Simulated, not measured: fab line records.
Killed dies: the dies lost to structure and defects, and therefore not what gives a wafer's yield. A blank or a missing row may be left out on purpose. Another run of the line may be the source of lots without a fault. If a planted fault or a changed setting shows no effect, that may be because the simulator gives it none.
Matching of chambers || flow gf180mcu || 4 sister chambers for GF_V2_CMP_26 on cmp-02
The step polishes, stops on SiO2, t overpolish 15 s, target thk 0 nm. 8 wafers are shown with their chamber, then 12 later ones without.

## WAFERS PAIRED WITH THEIR CHAMBERS
{"wafer": "L084.3", "chamber": 2, "motor_current_A (A)": 9.7, "time_to_endpoint_s (s)": 81}
{"wafer": "L084.5", "chamber": 2, "motor_current_A (A)": 9.8, "time_to_endpoint_s (s)": 82}
{"wafer": "L085.5", "chamber": 3, "motor_current_A (A)": 11.4, "time_to_endpoint_s (s)": 79}
{"wafer": "L086.2", "chamber": 3, "motor_current_A (A)": 10.9, "time_to_endpoint_s (s)": 76}
{"wafer": "L086.6", "chamber": 0, "motor_current_A (A)": 9.3, "time_to_endpoint_s (s)": 79}
{"wafer": "L087.2", "chamber": 1, "motor_current_A (A)": 12.1, "time_to_endpoint_s (s)": 92}
{"wafer": "L087.4", "chamber": 0, "motor_current_A (A)": 9.6, "time_to_endpoint_s (s)": 87}
{"wafer": "L087.5", "chamber": 1, "motor_current_A (A)": 11.1, "time_to_endpoint_s (s)": 91}

## WAFERS WITH NO CHAMBER GIVEN
{"wafer": "L088.2", "motor_current_A (A)": 9.7, "time_to_endpoint_s (s)": 85}
{"wafer": "L088.4", "motor_current_A (A)": 9.3, "time_to_endpoint_s (s)": 83}
{"wafer": "L088.5", "motor_current_A (A)": 11.3, "time_to_endpoint_s (s)": 79}
{"wafer": "L091.1", "motor_current_A (A)": 9.9, "time_to_endpoint_s (s)": 78}
{"wafer": "L091.4", "motor_current_A (A)": 9.4, "time_to_endpoint_s (s)": 77}
{"wafer": "L091.6", "motor_current_A (A)": 9.5, "time_to_endpoint_s (s)": 82}
{"wafer": "L093.1", "motor_current_A (A)": 11.2, "time_to_endpoint_s (s)": 79}
{"wafer": "L093.3", "motor_current_A (A)": 11.0, "time_to_endpoint_s (s)": 91}
{"wafer": "L093.6", "motor_current_A (A)": 10.9, "time_to_endpoint_s (s)": 79}
{"wafer": "L097.3", "motor_current_A (A)": 11.2, "time_to_endpoint_s (s)": 80}
{"wafer": "L097.5", "motor_current_A (A)": 9.9, "time_to_endpoint_s (s)": 82}
{"wafer": "L097.6", "motor_current_A (A)": 11.2, "time_to_endpoint_s (s)": 78}

## CHAMBER TAKEN BY EACH
{"wafer": "L088.2", "from the rows above": "can't be placed: 0 or 2", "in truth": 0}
{"wafer": "L088.4", "from the rows above": "can't be placed: 0 or 2", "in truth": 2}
{"wafer": "L088.5", "from the rows above": 3, "in truth": 3}
{"wafer": "L091.1", "from the rows above": "can't be placed: 2 or 0 or 3", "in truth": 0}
{"wafer": "L091.4", "from the rows above": "can't be placed: 2 or 0", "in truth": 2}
{"wafer": "L091.6", "from the rows above": "can't be placed: 0 or 2", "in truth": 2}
{"wafer": "L093.1", "from the rows above": 3, "in truth": 3}
{"wafer": "L093.3", "from the rows above": 1, "in truth": 1}
{"wafer": "L093.6", "from the rows above": 3, "in truth": 3}
{"wafer": "L097.3", "from the rows above": 3, "in truth": 3}
{"wafer": "L097.5", "from the rows above": "can't be placed: 2 or 0", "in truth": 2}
{"wafer": "L097.6", "from the rows above": 3, "in truth": 3}
Placed correctly: 6 of 12. Unplaceable from these rows: 6, with the true chamber sitting among the candidates in 6. 0 placed wrongly.
How it was worked out, from the rows above alone: a wafer's distance from a chamber is the root of the sum, over the readings, of the square of ((its reading less the chamber's mean) divided by the reading's scatter). If the next closest chamber is less than 2 further off than the closest, the wafer can't be placed; otherwise it belongs to the closest. Each chamber's mean is taken over the wafers shown for it. The scatter is the square root of a quotient: the sum, over the shown wafers, of each reading's squared deviation from its chamber's mean, divided by wafers minus chambers.
